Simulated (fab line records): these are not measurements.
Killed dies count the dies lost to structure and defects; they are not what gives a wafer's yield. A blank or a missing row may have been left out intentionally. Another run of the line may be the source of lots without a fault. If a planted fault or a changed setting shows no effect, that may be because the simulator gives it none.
A lot that was struck, set against a sound lot	flow sky130	30 steps out of a route of 708
Sound: the wafers L978.1, L978.2, L978.3. Struck: wafer L975.3; the same lot's L975.2 was not struck, so it is left out; see the end for the cause.
Per side, at each step with rows, come the tool, then ch with its chambers, and then its first start. Under that, the readings that differ: sound wafers	struck wafers	difference of the means	sigmas: that difference in standard deviations of wafers without a fault.
alike: words and numbers the same on both sides, and readings whose means are apart by under 2 such deviations; not compared: readings that were withheld, readings missing a value for some wafer, numbers with overlapping values and no deviation given by the record, and bounds like >300 which may hide the same value.
Wherever a step has rows on one side only, a row that says differs or no value, or a row with sigmas, the two part there. Numbers that don't overlap but have no deviation are shown without sigmas and don't part them. Lack of a reading on every wafer of one side parts them only where that side has two or more wafers.

SKY_VIA1_ETCH_15: etches SiO2 in C4F8/O2/Ar, stops on TiN, target depth 351 nm, time 54 s.
  sound on rieDiel-02 ch 1,2,3, day 38 07:36; struck on rieDiel-01 ch 1, day 37 12:39
  alike: biasW, oesProductAu
  not compared: rfHoursCounterH
SKY_VIA1_STRIP_16: strips in O2/N2.
  sound on plasmaAsher-01 ch 0,1, day 38 07:39; struck on plasmaAsher-03 ch 1, day 37 12:42
  alike: drypumpMotorCurrentA, oesProductAu, stripTimeToEndpointS
  not compared: rfHoursCounterH
then, 5 steps without rows for these wafers: SKY_VIA1_STRIP_17 (strips in post etch residue remover, time 1200 s); SKY_VIA1_CLEAN_18 (cleans in IPA, time 180 s); SKY_VIA1_CLEAN_19 (cleans in O3/DIW); SKY_VIA1_SPUTTER_20 (material TiN, target thk 20 nm, time 80 s); SKY_VIA1_CVD_21 (deposits W, target thk 270 nm, time 80.902 s).
SKY_VIA1_RS_MEAS_22: the measuring method here is four-point-probe.
  struck on filmMetro-03, day 37 13:28; sound on filmMetro-03, day 38 08:49
  alike: VIA1_W_RS
SKY_VIA1_THK_MEAS_23: measures by xrf.
  struck on filmMetro-03, day 37 13:35; sound on filmMetro-03, day 38 08:56
  alike: VIA1_W_THK
then, 3 steps without rows for these wafers: SKY_VIA1_CMP_24 (polishes, stops on SiO2, t overpolish 15 s, target thk 0 nm); SKY_METAL2_SPUTTER_00 (material Ti, target thk 15 nm, time 10 s); SKY_METAL2_SPUTTER_01 (material TiN, target thk 20 nm, time 16.7 s).
SKY_METAL2_SPUTTER_02: material AlCu, target thk 250 nm, time 13.3 s.
  struck on pvdSputter-01, day 37 13:59; sound on pvdSputter-04, day 38 09:20
reading	sound	struck	difference	sigmas
model.AlCu_of_METAL2_SPUTTER_02.thkNm (nm)	248.8 248 249.4	484.5	+235.8	
  alike: throttleValvePct
then, 2 steps without rows for these wafers: SKY_METAL2_SPUTTER_03 (material Ti, target thk 5 nm, time 3.3 s); SKY_METAL2_SPUTTER_04 (material TiN, target thk 70 nm, time 58.3 s).
SKY_METAL2_RS_MEAS_05: the measuring method here is four-point-probe.
  struck on filmMetro-02, day 37 14:23; sound on filmMetro-03, day 38 09:26
reading	sound	struck	difference	sigmas
METAL2_ALCU_RS (ohm/sq)	0.1270 0.1279 0.1265	0.0647	-0.0624	-57
  not compared: hold
SKY_METAL2_THK_MEAS_06: measures by xrf.
  struck on filmMetro-02, day 37 16:49; sound on filmMetro-03, day 38 09:33
reading	sound	struck	difference	sigmas
METAL2_ALCU_THK (nm)	251.1 250.0 252.6	488.3	+237.1	+99 or more
  not compared: hold
then, 7 steps without rows for these wafers: SKY_METAL2_HMDS_08 (prime time 60 s); SKY_METAL2_COAT_09 (resist thk 60 nm); SKY_METAL2_COAT_10 (resist thk 450 nm); SKY_METAL2_SOFTBAKE_11 (time 90 s); SKY_METAL2_EXPOSE_12 (exposes mask MM2, target cd 140 nm); SKY_METAL2_PEB_13; SKY_METAL2_DEVELOP_14 (develop time 60 s).
SKY_METAL2_CD_MEAS_15 targets a cd of 140 nm.
  struck on cdSem-01, day 38 15:02; sound on cdSem-01, day 39 09:50
  alike: cdNm
SKY_METAL2_OVL_MEAS_16:
  struck on overlay-01, day 38 15:08; sound on overlay-01, day 39 09:58
  alike: METAL2_OVL
SKY_METAL2_DESCUM_17: chemistry O2, time 8 s.
  sound on rieMetal-03 ch 0,1, day 39 09:59; struck on rieMetal-02 ch 0, day 38 15:10
  alike: drypumpMotorCurrentA, oesProductAu
  not compared: rfHoursCounterH
SKY_METAL2_ETCH_18: etches BARC in N2/H2, stops on SiO2, time 45.9 s, target depth 60 nm.
  sound on rieMetal-03 ch 0,1, day 39 10:02; struck on rieMetal-02 ch 0, day 38 15:11
reading	sound	struck	difference	sigmas
biasW (W)	99.8 100.2 100.1	99.3	-0.7	-2
  alike: drypumpMotorCurrentA, oesProductAu, throttleValvePct
  not compared: rfHoursCounterH
SKY_METAL2_METAL_ETCH_19: etches the open film in Cl2/BCl3, stops on SiO2, target depth 360 nm, time 78 s.
  sound on rieMetal-03 ch 0,1, day 39 10:05; struck on rieMetal-02 ch 0, day 38 15:16
reading	sound	struck	difference	sigmas
oesProductAu (a.u.)	0.853 0.847 0.850	0.985	+0.135	+24
  alike: biasW, drypumpMotorCurrentA, throttleValvePct
  not compared: rfHoursCounterH
SKY_METAL2_STRIP_20: strips in O2/N2.
  sound on plasmaAsher-03 ch 0,1, day 39 10:11; struck on plasmaAsher-03 ch 0, day 38 15:21
  alike: drypumpMotorCurrentA, oesProductAu, stripTimeToEndpointS
  not compared: rfHoursCounterH

== WHERE THEY PART ==
At SKY_METAL2_RS_MEAS_05 first; at SKY_METAL2_METAL_ETCH_19 last (within this record only). Later steps at which nothing parts them and some readings are alike: SKY_METAL2_STRIP_20.

WHY: whatever the simulator had introduced
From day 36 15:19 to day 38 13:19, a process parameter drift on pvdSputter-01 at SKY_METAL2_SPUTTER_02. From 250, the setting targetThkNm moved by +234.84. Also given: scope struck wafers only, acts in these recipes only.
